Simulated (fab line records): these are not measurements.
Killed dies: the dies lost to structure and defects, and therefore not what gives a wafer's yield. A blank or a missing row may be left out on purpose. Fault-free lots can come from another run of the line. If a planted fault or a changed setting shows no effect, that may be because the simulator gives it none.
Code-filled problem report in 8D (eight disciplines) form || flow gf180mcu || the parts of the form that need people (team, actions taken, sign-off) are left out

== 1. WHAT WENT WRONG ==
dose ions cm2 at GF_HV_LDD_IMPLANT_36 reads a mean of 7.966e+12 on 6 wafers of 2 lots; wafers without a fault read 7.501e+12 with a standard deviation of 8.9e+09. Relative to the usual mean, that is a shift of +52 standard deviations.
Seen first at day 12 21:58 on implanter-04, wafer L378.1. At this step, 42 wafers from 14 lots have a number in the record. By rule, "out" or "out of limits" means more than 4 standard deviations away from the usual mean. Any other wafer with a number is counted as sound.

== 2. WHAT IT IS AND WHAT IT IS NOT ==
{"question": "which readings at this step", "is": "dose ions cm2", "is not": "-"}
{"question": "which lots", "is": "L378, L381", "is not": "L374, L375, L376, L377, L388, L390, L391, L392, L393, L394, L395, L397"}
{"question": "which wafers of those lots", "is": "all that have a number", "is not": "-"}
{"question": "read on which tools", "is": "implanter-04", "is not": "implanter-02, implanter-03"}
{"question": "when", "is": "from day 12 21:58", "is not": "up to then (12 sound wafers); but 24 sound wafers of L388, L390, L391, L392, L393, L394, L395, L397 came after"}

== 3. WHAT RULES OUT EACH SUSPECT ==
Counting: a tool at a process step up to the reading stays a suspect if it ran every lot that is out and no sound lot after the first of them.
- implanter-04 at GF_HV_LDD_IMPLANT_36: ruled out as a lasting fault. Following L378 (day 12 21:58), the first lot on it that is out, the sound lots L390, L391, L397 were run on it.
Left after counting: nothing in the record.

== 4. THE CAUSE (what the simulator had put in) ==
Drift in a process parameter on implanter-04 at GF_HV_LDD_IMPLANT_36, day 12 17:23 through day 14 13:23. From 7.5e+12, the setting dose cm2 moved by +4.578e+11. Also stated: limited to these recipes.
Counting ruled it out, wrongly.

== 5. SEQUENCE OF EFFECTS, ordered by route ==
Rows list readings where the struck wafers' mean (over those with a number) sits beyond 3 standard deviations from the usual. Only readings for which the record gives a usual standard deviation are gone through. hours: the time from each lot's start at the first step in this table that gives one to its start at this step, as a median over the lots. sigmas: the change in usual standard deviations.
{"hours": 0, "step": "GF_HV_LDD_IMPLANT_36", "reading": "dose ions cm2", "usual": 7.501e+12, "on struck wafers": 7.966e+12, "change": "+4.652e+11", "sigmas": "+52"}
{"hours": 0, "step": "GF_HV_LDD_IMPLANT_36", "reading": "faraday current uA", "usual": 42.3, "on struck wafers": 45.2, "change": "+2.9", "sigmas": "+3.4"}
Its process steps:
- GF_HV_LDD_IMPLANT_36

== 6. HOW IT WOULD HAVE BEEN CAUGHT EARLIER ==
The fault began at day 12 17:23; the first out-of-limits reading in this record came at day 12 21:58, 5 hours later.
